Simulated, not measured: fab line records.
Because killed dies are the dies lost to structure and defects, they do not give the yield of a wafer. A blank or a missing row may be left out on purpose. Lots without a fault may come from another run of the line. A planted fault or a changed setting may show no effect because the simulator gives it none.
Problem report in the 8D (eight disciplines) form, filled by code / flow sky130 / the parts of the form that need people (team, actions taken, sign-off) are left out

== 1. PROBLEM STATEMENT ==
Wafers free of any fault read 14.16 ohm/sq (standard deviation 0.14) for LOCAL_INTERCONNECT_TIN_RS at SKY_LOCAL_INTERCONNECT_RS_MEAS_01, against a mean of 15.20 ohm/sq on 2 wafers of 2 lots. That is +7.4 standard deviations from the usual mean.
The step: measures by four-point-probe.
First seen on wafer L366.1, day 35 03:46, on film metro-04. The record holds 33 wafers of 11 lots with a number at this step. Rule for "out", or "out of limits": more than 4 standard deviations from the usual mean. The rest of the wafers with a number are treated as sound.

== 2. WHAT THIS IS AND IS NOT ==
question=which readings at this step | is=LOCAL_INTERCONNECT_TIN_RS | is not=-
question=which lots | is=L366, L367 | is not=L350, L353, L356, L359, L360, L361, L362, L370, L373
question=which wafers of those lots | is=L366.1, L367.3 | is not=L366.3, L366.5, L367.2, L367.4
question=read on which gauges | is=film metro-02, film metro-04 | is not=film metro-01
question=when | is=from day 35 03:46 | is not=up to then (23 sound wafers); but 8 sound wafers of L367, L370, L373 came after

== 3. WHAT RULES OUT EACH SUSPECT ==
Counting: a tool at a process step up to the reading stays a suspect if it ran every lot that is out. Sound lots after the first of them don't rule it out here, since some wafers of a struck lot are sound.
- the gauge at SKY_LOCAL_INTERCONNECT_RS_MEAS_01 is ruled out. The wafers that are out were read on 2 gauges (film metro-02, film metro-04).
- pvd sputter-01 at SKY_LOCAL_INTERCONNECT_SPUTTER_00 (material TiN, target thk 100 nm, time 83.3 s): kept. It processed each lot that is out (first: L366, day 35 03:42); up to then, its last sound lot is L362 (day 32 23:43). Its own cathode dc power W readings are out on those wafers.
The count leaves pvd sputter-01 at SKY_LOCAL_INTERCONNECT_SPUTTER_00.

== 4. THE CAUSE (what the simulator had put in) ==
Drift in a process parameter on pvd sputter-01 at SKY_LOCAL_INTERCONNECT_SPUTTER_00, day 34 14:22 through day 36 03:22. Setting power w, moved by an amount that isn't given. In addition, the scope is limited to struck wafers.
Counting left only this tool.

== 5. THE EFFECT CHAIN, in route order ==
Rows list readings where the struck wafers' mean (over those with a number) sits beyond 3 standard deviations from the usual. Scope: only readings with a usual standard deviation given in the record; hours: median across lots of the time from each lot's start at the first step in this table that gives one to its start at this step; sigmas: change in usual standard deviations.
hours=0; step=SKY_LOCAL_INTERCONNECT_SPUTTER_00; reading=cathode dc power W; usual=6500.1 W; on struck wafers=6042.1; change=-458.0; sigmas=-99 or more
hours=0; step=SKY_LOCAL_INTERCONNECT_RS_MEAS_01; reading=LOCAL_INTERCONNECT_TIN_RS; usual=14.16 ohm/sq; on struck wafers=15.20; change=+1.04; sigmas=+7.4
hours=0; step=SKY_LOCAL_INTERCONNECT_THK_MEAS_02; reading=LOCAL_INTERCONNECT_TIN_THK; usual=98.5 nm; on struck wafers=92.0; change=-6.5; sigmas=-5.9
hours=26; step=SKY_LOCAL_INTERCONNECT_METAL_ETCH_14; reading=oes product au; usual=0.941 a.u.; on struck wafers=0.910; change=-0.031; sigmas=-4.5
It contains these process steps:
- SKY_LOCAL_INTERCONNECT_SPUTTER_00: material TiN, target thk 100 nm, time 83.3 s.
- SKY_LOCAL_INTERCONNECT_METAL_ETCH_14: etches TiN in Cl2/BCl3, stops on PSG, target depth 110 nm, time 31.4 s.
Later measuring or inspecting steps at which every struck wafer that the step has a row for has a number for every such reading, and none has moved that far: SKY_METAL1_OVL_MEAS_16, SKY_VIA1_OVL_MEAS_13.

== 6. HOW IT WOULD HAVE BEEN CAUGHT EARLIER ==
The first out-of-limits reading at a measuring or inspecting step in this record came at day 35 03:46, 13 hours after the fault's start at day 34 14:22.
At SKY_LOCAL_INTERCONNECT_SPUTTER_00, the tool's own readings (cathode dc power W) were out on each struck wafer the step has a row for, so an alarm limit on them would have fired on the first such wafer.
Lots out: 2; of these, L367 started SKY_LOCAL_INTERCONNECT_SPUTTER_00 on pvd sputter-01 after day 35 03:46. Holding the tool at that time would have saved it.
